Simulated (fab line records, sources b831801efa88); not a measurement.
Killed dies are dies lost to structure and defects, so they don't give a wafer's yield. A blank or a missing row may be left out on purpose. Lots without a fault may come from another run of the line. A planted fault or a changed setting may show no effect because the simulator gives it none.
Chamber matching | flow gf180mcu | GF_CONTACT_CMP_04 on cmp-02: 4 sister chambers
The step polishes SiO2. 8 wafers are shown with their chamber, then 8 later ones without.

WAFERS WITH THEIR CHAMBER
wafer  | chamber | motor_current_A (A) | time_to_endpoint_s (s)
L108.2 | 3       | 12.5                | 100
L110.3 | 2       | 13.1                | 108
L119.4 | 2       | 13.0                | 112
L121.5 | 0       | 10.1                | 124
L124.2 | 1       | 13.3                | 107
L124.5 | 3       | 12.1                | 111
L124.6 | 0       | 10.4                | 115
L125.1 | 1       | 12.6                | 109

WAFERS WITHOUT THEIR CHAMBER
wafer  | motor_current_A (A) | time_to_endpoint_s (s)
L125.2 | 10.5                | 110
L125.4 | 13.2                | 115
L130.1 | 12.0                | 106
L130.2 | 13.0                | 106
L130.3 | 14.3                | 116
L131.1 | 12.8                | 121
L131.4 | 13.1                | 123
L131.6 | 13.2                | 121

WHICH CHAMBER EACH WENT THROUGH
wafer  | from the rows above          | in truth
L125.2 | 0                            | 0
L125.4 | can't be placed: 2 or 1      | 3
L130.1 | 3                            | 3
L130.2 | can't be placed: 1 or 2 or 3 | 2
L130.3 | can't be placed: 2 or 1      | 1
L131.1 | can't be placed: 2 or 1 or 3 | 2
L131.4 | can't be placed: 2 or 1 or 3 | 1
L131.6 | can't be placed: 2 or 1      | 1
Placed correctly: 2 of 8. Can't be placed from these rows: 6 (the true chamber is among the candidates in 5). Placed wrongly: 0.
How it was worked out, from the rows above alone: a wafer's distance from a chamber is the root of the sum, over the readings, of the square of ((its reading less the chamber's mean) divided by the reading's scatter). The wafer belongs to the nearest chamber; if the next one is less than 2 further off, it can't be placed. A chamber's mean is the mean of its shown wafers. The scatter: the root of (the sum of the squares of (reading less its chamber's mean) over the shown wafers, divided by (wafers less chambers)).
